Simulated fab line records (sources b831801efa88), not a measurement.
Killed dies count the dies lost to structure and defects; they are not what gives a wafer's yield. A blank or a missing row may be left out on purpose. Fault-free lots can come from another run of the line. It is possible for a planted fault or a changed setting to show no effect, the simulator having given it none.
Matching of chambers || flow gf180mcu || cmp-01 running GF_V3_CMP_26: 4 sister chambers
The step polishes, stops on SiO2, t overpolish 15 s, target thk 0 nm. 14 wafers are shown with their chamber, then 7 later ones without.

## WAFERS WITH THEIR CHAMBER
{"wafer": "L534.3", "chamber": 2, "motor-current-A (A)": 11.0, "overpolish-run-s (s)": 15.007, "time-to-endpoint-s (s)": 88}
{"wafer": "L534.4", "chamber": 0, "motor-current-A (A)": 9.8, "overpolish-run-s (s)": 15.001, "time-to-endpoint-s (s)": 88}
{"wafer": "L534.5", "chamber": 2, "motor-current-A (A)": 10.9, "overpolish-run-s (s)": 15.003, "time-to-endpoint-s (s)": 85}
{"wafer": "L538.1", "chamber": 2, "motor-current-A (A)": 10.5, "overpolish-run-s (s)": 15.009, "time-to-endpoint-s (s)": 86}
{"wafer": "L538.2", "chamber": 0, "motor-current-A (A)": 9.9, "overpolish-run-s (s)": 14.998, "time-to-endpoint-s (s)": 83}
{"wafer": "L538.6", "chamber": 2, "motor-current-A (A)": 10.7, "overpolish-run-s (s)": 15.007, "time-to-endpoint-s (s)": 84}
{"wafer": "L540.1", "chamber": 1, "motor-current-A (A)": 10.8, "overpolish-run-s (s)": 14.986, "time-to-endpoint-s (s)": 85}
{"wafer": "L540.4", "chamber": 0, "motor-current-A (A)": 10.0, "overpolish-run-s (s)": 15.004, "time-to-endpoint-s (s)": 83}
{"wafer": "L540.5", "chamber": 3, "motor-current-A (A)": 11.7, "overpolish-run-s (s)": 14.984, "time-to-endpoint-s (s)": 87}
{"wafer": "L539.1", "chamber": 1, "motor-current-A (A)": 10.6, "overpolish-run-s (s)": 14.992, "time-to-endpoint-s (s)": 90}
{"wafer": "L539.3", "chamber": 0, "motor-current-A (A)": 9.1, "overpolish-run-s (s)": 14.993, "time-to-endpoint-s (s)": 83}
{"wafer": "L539.4", "chamber": 3, "motor-current-A (A)": 11.1, "overpolish-run-s (s)": 14.999, "time-to-endpoint-s (s)": 92}
{"wafer": "L550.2", "chamber": 2, "motor-current-A (A)": 10.3, "overpolish-run-s (s)": 14.987, "time-to-endpoint-s (s)": 85}
{"wafer": "L550.3", "chamber": 0, "motor-current-A (A)": 10.0, "overpolish-run-s (s)": 15.005, "time-to-endpoint-s (s)": 86}

SIGNATURES (averages over the wafers above)
{"reading": "motor-current-A", "chamber 0": 9.760, "chamber 1": 10.700, "chamber 2": 10.680, "chamber 3": 11.400, "scatter within a chamber": 0.332}
{"reading": "overpolish-run-s", "chamber 0": 15.00020, "chamber 1": 14.98900, "chamber 2": 15.00260, "chamber 3": 14.99150, "scatter within a chamber": 0.00741}
{"reading": "time-to-endpoint-s", "chamber 0": 84.60, "chamber 1": 87.50, "chamber 2": 85.60, "chamber 3": 89.50, "scatter within a chamber": 2.35}
Rule: for a wafer and a chamber, the distance is found by dividing, reading by reading, the gap between the wafer's reading and the chamber's mean by the reading's scatter, squaring, summing and taking the root. If the next closest chamber is less than 2 further off than the closest, the wafer can't be placed; otherwise it belongs to the closest. How the scatter is found: for the shown wafers, subtract from each reading the mean of its chamber, square and add these, divide the total by (wafers less chambers), then take the root.

## WAFERS WITHOUT THEIR CHAMBER
{"wafer": "L550.6", "motor-current-A (A)": 11.0, "overpolish-run-s (s)": 14.988, "time-to-endpoint-s (s)": 87}
{"wafer": "L552.2", "motor-current-A (A)": 9.3, "overpolish-run-s (s)": 14.992, "time-to-endpoint-s (s)": 82}
{"wafer": "L552.3", "motor-current-A (A)": 11.3, "overpolish-run-s (s)": 15.017, "time-to-endpoint-s (s)": 91}
{"wafer": "L552.6", "motor-current-A (A)": 10.0, "overpolish-run-s (s)": 14.992, "time-to-endpoint-s (s)": 82}
{"wafer": "L557.2", "motor-current-A (A)": 9.4, "overpolish-run-s (s)": 15.004, "time-to-endpoint-s (s)": 83}
{"wafer": "L557.4", "motor-current-A (A)": 10.7, "overpolish-run-s (s)": 14.989, "time-to-endpoint-s (s)": 83}
{"wafer": "L557.6", "motor-current-A (A)": 9.4, "overpolish-run-s (s)": 15.002, "time-to-endpoint-s (s)": 82}

## CHAMBER TAKEN BY EACH
{"wafer": "L550.6", "from the rows above": "can't be placed: 1 or 3 or 2", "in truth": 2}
{"wafer": "L552.2", "from the rows above": 0, "in truth": 0}
{"wafer": "L552.3", "from the rows above": "can't be placed: 3 or 2 or 1", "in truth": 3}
{"wafer": "L552.6", "from the rows above": "can't be placed: 0 or 2 or 1", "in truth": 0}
{"wafer": "L557.2", "from the rows above": 0, "in truth": 0}
{"wafer": "L557.4", "from the rows above": "can't be placed: 1 or 2 or 0 or 3", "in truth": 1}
{"wafer": "L557.6", "from the rows above": 0, "in truth": 0}
Placed correctly: 3 of 7. Unplaceable from these rows: 4, with the true chamber sitting among the candidates in 4. Placed wrongly: 0.
